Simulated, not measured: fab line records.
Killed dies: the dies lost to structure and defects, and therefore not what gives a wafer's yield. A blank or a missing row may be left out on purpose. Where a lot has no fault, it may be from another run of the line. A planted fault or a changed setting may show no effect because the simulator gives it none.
2 desks looking at one fault || flow sky130 || numbers are kept per desk, each desk with only its own; the story behind them comes last

FOR THE TOOL OWNER'S DESK: pecvd-03
The tool's own readings at SKY_CAPM_CVD_00 (deposits SiO2, target thk 15.5 nm): means of the sampled wafers that have a number, for each lot that ran on this tool. Any lot whose mean is over 4 standard deviations away from the usual mean is out of limits and marked OUT; that distance is given in the brackets.
Columns: A = heater_power_w at SKY_CAPM_CVD_00, usual 749 W; B = susceptor_temp_C at SKY_CAPM_CVD_00, usual 400.01 C
{"lot": "L122", "first seen here": "day 36 03:05", "A": 742, "B": 400.36}
{"lot": "L140", "first seen here": "day 41 22:56", "A": 798, "B": 400.11}
{"lot": "L141", "first seen here": "day 42 11:44", "A": 731, "B": 399.93}
Result from this desk: across the 3 lots, nothing is out of limits.

AT THE METROLOGY DESK
Means of the sampled wafers that have a number, per lot and without regard to the tool the lot ran on: this is what the gauges read. Any lot whose mean is over 4 standard deviations away from the usual mean is out of limits and marked OUT; that distance is given in the brackets.
Columns: A = CAPM_CVD_00_THK at SKY_CAPM_THK_MEAS_01, usual 15.40 nm; B = CAPM_TIN_RS at SKY_CAPM_RS_MEAS_03, usual 6.91 ohm/sq
{"lot": "L121", "first seen here": "day 36 01:12", "A": 15.19, "B": 7.08}
{"lot": "L122", "first seen here": "day 36 03:07", "A": 15.59, "B": 6.89}
{"lot": "L123", "first seen here": "day 36 17:49", "A": 15.32, "B": 7.02}
{"lot": "L130", "first seen here": "day 39 18:10", "A": 15.29, "B": 6.84}
{"lot": "L132", "first seen here": "day 40 07:41", "A": 15.58, "B": 6.78}
{"lot": "L134", "first seen here": "day 40 11:55", "A": 15.40, "B": 6.92}
{"lot": "L140", "first seen here": "day 41 22:58", "A": 15.26, "B": 6.98}
{"lot": "L141", "first seen here": "day 42 11:46", "A": "17.48 (+11) OUT", "B": 7.02}
{"lot": "L143", "first seen here": "day 42 20:03", "A": 15.33, "B": 6.80}
{"lot": "L144", "first seen here": "day 43 02:43", "A": 15.17, "B": 6.93}
This desk reports L141 out of limits; the earliest was L141 at day 42 11:46 (CAPM_CVD_00_THK at SKY_CAPM_THK_MEAS_01). In limits: L121, L122, L123, L130, L132, L134, L140, L143, L144.

ALL TOGETHER
An alarm was possible from the metrology desk at day 42 11:46, on L141.
The desk of the tool owner found nothing out of limits.
The tool owner's desk has L141 on record, within its limits.
Of the lots named, all ran SKY_CAPM_CVD_00 on pecvd-03.

WHAT THE SIMULATOR PUT IN
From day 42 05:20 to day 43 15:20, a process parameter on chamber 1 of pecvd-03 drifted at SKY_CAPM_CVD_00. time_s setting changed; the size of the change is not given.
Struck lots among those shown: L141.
Hours from the fault's start to each desk's first reading out of limits: the metrology desk, 6.
